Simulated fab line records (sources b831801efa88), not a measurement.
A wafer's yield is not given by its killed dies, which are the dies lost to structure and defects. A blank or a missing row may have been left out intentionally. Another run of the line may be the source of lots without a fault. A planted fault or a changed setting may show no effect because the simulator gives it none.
What tool caused it? ; flow sky130 ; 39 wafers from 13 lots sampled at 5 of the route's 708 steps

WHAT EACH GAUGE READ, for each wafer
SKY_LDD_HVP_OVL_MEAS_07.
lot;measured;on;LDD_HVP_OVL (nm)
L728;day 21 23:07;overlay-02;0.8 -0.2 -0.4
L733;day 23 16:07;overlay-01;-0.9 1.2 -0.5
L734;day 24 01:32;overlay-02;-0.7 1.5 1.2
L735;day 24 12:57;overlay-02;1.3 0.3 1.2
L736;day 24 20:12;overlay-02;-0.2 0.0 -1.1
L738;day 25 10:32;overlay-02;-0.8 -1.3 -2.3
L737;day 25 11:17;overlay-01;1.9 1.3 1.6
L739;day 25 23:29;overlay-01;-0.2 0.3 0.2
L740;day 27 12:40;overlay-02;2.1 1.0 0.5
L746;day 28 02:23;overlay-02;-0.3 0.8 -0.1
L747;day 28 10:01;overlay-02;0.7 0.8 -0.1
L749;day 29 03:08;overlay-01;1.1 -0.5 -1.1
L750;day 29 08:42;overlay-02;1.5 0.4 0.3

SKY_POLY_CUT_OVL_MEAS_09.
lot;measured;on;POLY_CUT_OVL (nm)
L728;day 24 14:38;overlay-02;-8 -7 -11
L733;day 26 05:23;overlay-02;-4 -2 -3
L734;day 26 15:14;overlay-01;4 11 2
L735;day 27 00:40;overlay-02;-2 -9 -1
L736;day 27 10:10;overlay-01;1 5 -1
L738;day 27 23:11;overlay-01;-6 -7 -5
L737;day 28 00:07;overlay-01;7 12 11
L739;day 28 11:40;overlay-02;-8 -8 -5
L740;day 29 23:13;overlay-02;9 4 2
L746;day 30 12:13;overlay-02;-7 -6 -1
L747;day 30 20:32;overlay-01;4 6 7
L749;day 31 13:00;overlay-02;4 7 8
L750;day 31 19:29;overlay-01;3 2 -3

SKY_SD_P_CD_MEAS_07 targets a cd of 380 nm.
lot;measured;on;cd nm (nm)
L728;day 25 19:38;cd sem-02;381.9 381.0 378.7
L733;day 27 10:03;cd sem-02;377.3 377.4 377.8
L734;day 27 19:09;cd sem-02;381.9 383.7 379.6
L735;day 28 05:43;cd sem-02;379.6 378.0 380.8
L736;day 28 15:05;cd sem-01;384.0 383.1 381.7
L738;day 29 03:29;cd sem-01;379.7 382.4 380.5
L737;day 29 04:19;cd sem-01;382.8 381.1 380.9
L739;day 29 15:39;cd sem-02;378.7 377.9 379.1
L740;day 31 02:53;cd sem-02;380.0 380.7 381.6
L746;day 31 16:41;cd sem-02;364.3 363.8 362.9
L747;day 32 00:20;cd sem-01;361.0 361.9 361.2
L749;day 32 17:08;cd sem-01;380.5 380.5 377.8
L750;day 32 21:58;cd sem-02;377.1 378.2 377.0

SKY_SD_P_TW_MEAS_11.
lot;measured;on;SD_P_TW
L728;day 25 20:02;film metro-01;2834 2844 2841
L733;day 27 10:29;film metro-01;2846 2851 2835
L734;day 27 19:34;film metro-02;2872 2869 2868
L735;day 28 06:07;film metro-02;2864 2869 2866
L736;day 28 15:29;film metro-03;2844 2854 2840
L738;day 29 03:51;film metro-01;2832 2840 2839
L737;day 29 04:43;film metro-02;2849 2851 2858
L739;day 29 16:04;film metro-01;2849 2849 2842
L740;day 31 03:18;film metro-03;2816 2838 2817
L746;day 31 17:05;film metro-03;2841 2834 2830
L747;day 32 00:44;film metro-03;2832 2828 2821
L749;day 32 17:30;film metro-03;2819 2826 2820
L750;day 32 22:22;film metro-03;2823 2841 2834

TOOL THAT RAN EACH LOT (tool first, then ch and the chambers of the sampled wafers, then the start)
lot;SKY_SD_P_EXPOSE_04
L728;iline stepper-02 ch 0, day 25 05:34
L733;iline stepper-02 ch 0, day 26 19:39
L734;iline stepper-01 ch 0, day 27 05:02
L735;iline stepper-02 ch 0, day 27 16:08
L736;iline stepper-02 ch 0, day 28 00:50
L738;iline stepper-01 ch 0, day 28 13:37
L737;iline stepper-01 ch 0, day 28 14:46
L739;iline stepper-01 ch 0, day 29 02:05
L740;iline stepper-01 ch 0, day 30 13:13
L746;iline stepper-02 ch 0, day 31 02:41
L747;iline stepper-02 ch 0, day 31 10:32
L749;iline stepper-01 ch 0, day 32 03:26
L750;iline stepper-01 ch 0, day 32 08:58
- SKY_SD_P_EXPOSE_04: exposes mask PSDM, target cd 380 nm.

AS READ BY THE TOOLS THEMSELVES (means over the sampled wafers that have a number; for cases with no such wafer, the mark the record gives instead)
SKY_SD_P_EXPOSE_04.
lot;tool;exposure dose mJ cm2
L728;iline stepper-02;137.83
L733;iline stepper-02;137.85
L734;iline stepper-01;138.10
L735;iline stepper-02;137.94
L736;iline stepper-02;137.91
L738;iline stepper-01;137.92
L737;iline stepper-01;138.10
L739;iline stepper-01;137.88
L740;iline stepper-01;137.82
L746;iline stepper-02;129.81
L747;iline stepper-02;129.74
L749;iline stepper-01;137.86
L750;iline stepper-01;137.99

THE ANSWER, worked out from the rows above alone
Rule: usual is defined by the lots themselves. Put in order of their means at a reading, lots are off if they are a third of the lots or fewer, leave a main group of 4 or more, and stand apart from it by a gap of 3 or more times the standard deviation of the main group's means; of several such gaps the widest counts. If all means in a main group match to the digits the tables above print for the reading, that group is not used. A lot without any number at a reading at which 4 lots or more have one is off too. The other lots that the step has rows for count as sound. After the gauges, taken in route order, come the tools' own readings; for these a lot's mean is taken, as printed above. At the first step where some lot is off, the reading lying furthest off is the one used; lots without a number count as furthest.
Off: L746, L747, at SKY_SD_P_CD_MEAS_07 (cd nm). Main group: mean 380.1 nm, sd 1.7.
If a tool, at a process step before that reading, ran all the lots that are off and no sound lot after the first of them, it fits. The gauges at SKY_SD_P_CD_MEAS_07 aren't tried: what is off there is off at SKY_SD_P_EXPOSE_04 too, on other tools, and a gauge's error can't cause that. One fits: SKY_SD_P_EXPOSE_04 on iline stepper-02. Its last sound lot is L736 (day 28 00:50), its first lot that is off L746 (day 31 02:41): a fault that began between those two fits.
The tool's own readings at SKY_SD_P_EXPOSE_04 bear it out: on the lots that are off they differ by more than 5 times the standard deviation of the sound lots' means. exposure dose mJ cm2 reads 129.78 there against 137.93 on the sound lots.

WHAT THE SIMULATOR HAD INSERTED
Drift in process parameters on iline stepper-02 at SKY_SD_P_EXPOSE_04, starting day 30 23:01. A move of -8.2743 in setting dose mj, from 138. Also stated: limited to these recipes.
Struck lots among those shown: L746, L747. The same result came from the rule above.
